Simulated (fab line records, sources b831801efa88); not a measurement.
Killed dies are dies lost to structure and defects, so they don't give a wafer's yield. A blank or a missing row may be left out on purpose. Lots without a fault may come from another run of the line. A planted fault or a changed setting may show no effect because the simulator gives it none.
Which tool did it? | flow sky130 | 12 lots, 36 wafers sampled, at 6 steps of a route of 708

WHAT THE GAUGES READ, wafer by wafer
SKY_FIELD_ISO_THK_MEAS_23. Usual: FIELD_ISO_OXIDATION_01_THK 9.94 nm, standard deviation 0.16.
lot  | measured    | on            | FIELD_ISO_OXIDATION_01_THK (nm) | flag
L900 | day 2 06:16 | film_metro-04 | 10.18 10.17 10.42               |
L903 | day 3 02:09 | film_metro-03 | 9.82 9.94 9.99                  |
L904 | day 3 05:05 | film_metro-03 | 10.01 10.03 10.02               |
L905 | day 3 10:22 | film_metro-01 | 9.97 9.86 9.78                  |
L909 | day 4 06:35 | film_metro-01 | 9.83 9.82 9.87                  |
L915 | day 5 15:35 | film_metro-03 | 10.01 9.89 9.90                 |
L916 | day 5 19:39 | film_metro-03 | 10.09 10.28 10.06               |
L918 | day 6 03:47 | film_metro-03 | 9.82 10.07 10.04                |
L919 | day 6 11:00 | film_metro-03 | 9.86 9.92 9.89                  |
L920 | day 6 17:49 | film_metro-04 | 10.07 10.15 9.85                |
L922 | day 7 02:17 | film_metro-04 | 10.15 10.25 10.10               |
L923 | day 7 06:14 | film_metro-03 | 10.03 10.08 10.11               |

SKY_VT_ADJUST_HVTP_CD_MEAS_07: target cd 380 nm. Usual: cd_nm 380.0 nm, standard deviation 2.3.
lot  | measured     | on        | cd_nm (nm)        | flag
L900 | day 6 02:58  | cd_sem-01 | 378.8 380.9 381.2 |
L903 | day 6 23:53  | cd_sem-02 | 378.3 379.8 378.3 |
L904 | day 7 04:11  | cd_sem-01 | 381.4 382.6 384.3 |
L905 | day 7 08:10  | cd_sem-01 | - - -             | OFF
L909 | day 8 08:59  | cd_sem-02 | 375.9 373.7 375.9 |
L915 | day 10 05:04 | cd_sem-02 | 381.0 379.5 380.7 |
L916 | day 10 11:16 | cd_sem-02 | 381.1 383.0 382.8 |
L918 | day 10 19:13 | cd_sem-02 | 380.2 382.0 381.0 |
L919 | day 11 05:21 | cd_sem-02 | 383.2 382.1 382.0 |
L920 | day 11 11:19 | cd_sem-02 | 381.3 380.6 383.1 |
L922 | day 11 21:37 | cd_sem-02 | 379.4 379.1 379.5 |
L923 | day 12 02:59 | cd_sem-02 | 383.1 384.2 385.7 |

SKY_VT_ADJUST_HVTP_TW_MEAS_11. Usual: VT_ADJUST_HVTP_TW 1370, standard deviation 11.
lot  | measured     | on            | VT_ADJUST_HVTP_TW | flag
L900 | day 6 03:22  | film_metro-01 | 1372 1371 1369    |
L903 | day 7 00:16  | film_metro-02 | 1387 1381 1385    |
L904 | day 7 04:36  | film_metro-02 | 1384 1378 1385    |
L905 | day 7 08:35  | film_metro-02 | 31 31 31          | OFF
L909 | day 8 09:24  | film_metro-04 | 1360 1357 1353    |
L915 | day 10 05:28 | film_metro-02 | 1383 1380 1375    |
L916 | day 10 11:40 | film_metro-02 | 1385 1376 1378    |
L918 | day 10 19:37 | film_metro-02 | 1379 1376 1382    |
L919 | day 11 05:44 | film_metro-01 | 1380 1376 1376    |
L920 | day 11 11:43 | film_metro-04 | 1354 1362 1355    |
L922 | day 11 22:01 | film_metro-02 | 1363 1371 1360    |
L923 | day 12 03:22 | film_metro-02 | 1381 1370 1367    |

SKY_VT_ADJUST_LVTN_OVL_MEAS_07. Usual: VT_ADJUST_LVTN_OVL -0.2 nm, standard deviation 1.5.
lot  | measured     | on         | VT_ADJUST_LVTN_OVL (nm) | flag
L900 | day 6 22:03  | overlay-02 | 2.1 1.3 1.0             |
L903 | day 7 19:07  | overlay-02 | -1.2 -2.6 -2.3          |
L904 | day 7 23:47  | overlay-01 | -1.9 -2.6 -3.9          |
L905 | day 8 04:31  | overlay-01 | -3.5 -3.8 -3.0          |
L909 | day 9 06:04  | overlay-02 | -2.0 0.1 -2.4           |
L915 | day 11 04:14 | overlay-02 | -0.1 1.4 0.6            |
L916 | day 11 10:55 | overlay-01 | 0.2 0.7 0.2             |
L918 | day 11 19:49 | overlay-02 | -0.1 0.1 2.6            |
L919 | day 12 05:35 | overlay-02 | -1.0 1.3 -1.1           |
L920 | day 12 11:55 | overlay-01 | 0.0 1.9 1.2             |
L922 | day 12 22:49 | overlay-02 | 1.6 -1.7 -1.4           |
L923 | day 13 04:29 | overlay-01 | -0.1 -0.1 0.9           |

SKY_POLY_GATE_CD_MEAS_22. Usual: cd_nm 151.7 nm, standard deviation 2.
lot  | measured     | on        | cd_nm (nm)        | flag
L900 | day 16 13:15 | cd_sem-02 | 150.4 152.1 153.2 |
L903 | day 17 16:41 | cd_sem-02 | 153.5 156.4 154.5 |
L904 | day 17 23:52 | cd_sem-01 | 149.7 148.2 150.5 |
L905 | day 18 11:22 | cd_sem-01 | 152.4 153.9 152.9 |
L909 | day 19 21:34 | cd_sem-01 | 149.6 149.7 152.6 |
L915 | day 22 09:47 | cd_sem-01 | 152.2 156.4 153.8 |
L916 | day 22 18:40 | cd_sem-02 | 150.5 147.4 147.7 |
L918 | day 23 03:52 | cd_sem-01 | 153.3 153.3 153.8 |
L919 | day 23 15:32 | cd_sem-02 | 154.4 152.0 153.4 |
L920 | day 23 20:55 | cd_sem-02 | 151.5 148.3 151.8 |
L922 | day 24 09:28 | cd_sem-01 | 149.6 149.5 147.3 |
L923 | day 24 18:12 | cd_sem-01 | 150.1 153.1 151.0 |

WHICH TOOL RAN EACH LOT (tool, then ch and the chambers of the sampled wafers, then the start)
lot  | SKY_VT_ADJUST_HVTP_EXPOSE_04
L900 | iline_stepper-02 ch 0, day 5 18:08
L903 | iline_stepper-01 ch 0, day 6 14:10
L904 | iline_stepper-02 ch 0, day 6 19:03
L905 | iline_stepper-01 ch 0, day 6 22:44
L909 | iline_stepper-01 ch 0, day 7 23:04
L915 | iline_stepper-01 ch 0, day 9 18:17
L916 | iline_stepper-01 ch 0, day 10 00:37
L918 | iline_stepper-01 ch 0, day 10 07:53
L919 | iline_stepper-02 ch 0, day 10 17:40
L920 | iline_stepper-02 ch 0, day 10 23:58
L922 | iline_stepper-02 ch 0, day 11 09:26
L923 | iline_stepper-01 ch 0, day 11 15:10
- SKY_VT_ADJUST_HVTP_EXPOSE_04: exposes mask HVTPM, target cd 380 nm.

WHAT THE TOOLS THEMSELVES READ (means of the sampled wafers that have a number; where no wafer has one, the mark that the record gives instead)
SKY_VT_ADJUST_HVTP_EXPOSE_04. Usual: stage_vel_mm_s 500.01 mm/s, standard deviation 0.22.
lot  | tool             | stage_vel_mm_s (mm/s) | flag
L900 | iline_stepper-02 | 500.19                |
L903 | iline_stepper-01 | 500.09                |
L904 | iline_stepper-02 | 500.11                |
L905 | iline_stepper-01 | 499.95                |
L909 | iline_stepper-01 | 499.91                |
L915 | iline_stepper-01 | 499.70                |
L916 | iline_stepper-01 | 499.92                |
L918 | iline_stepper-01 | 500.20                |
L919 | iline_stepper-02 | 500.11                |
L920 | iline_stepper-02 | 500.09                |
L922 | iline_stepper-02 | 499.83                |
L923 | iline_stepper-01 | 499.71                |

THE ANSWER, worked out from the rows above alone
Rule: a lot is off if the mean of its wafers that have a number lies more than 3 standard deviations from the usual mean. A lot without any number at a reading at which 4 lots or more have one is off too. The other lots that the step has rows for count as sound. The gauges are gone through in route order, then the tools' own readings, and for those a lot's mean is taken as printed above. The first step at which some lot is off is used, and at that step the reading that is off furthest; a lot without a number counts as furthest.
Off: L905, at SKY_VT_ADJUST_HVTP_CD_MEAS_07 (cd_nm). Without a number there: L905.
A tool fits if, at a process step before that reading, it ran every lot that is off, and no sound lot after the first of them. The gauges at SKY_VT_ADJUST_HVTP_CD_MEAS_07 aren't tried: what is off there is off at SKY_VT_ADJUST_HVTP_TW_MEAS_11 too, on other tools, and a gauge's error can't cause that. None of those tried fits.

WHAT THE SIMULATOR HAD PUT IN
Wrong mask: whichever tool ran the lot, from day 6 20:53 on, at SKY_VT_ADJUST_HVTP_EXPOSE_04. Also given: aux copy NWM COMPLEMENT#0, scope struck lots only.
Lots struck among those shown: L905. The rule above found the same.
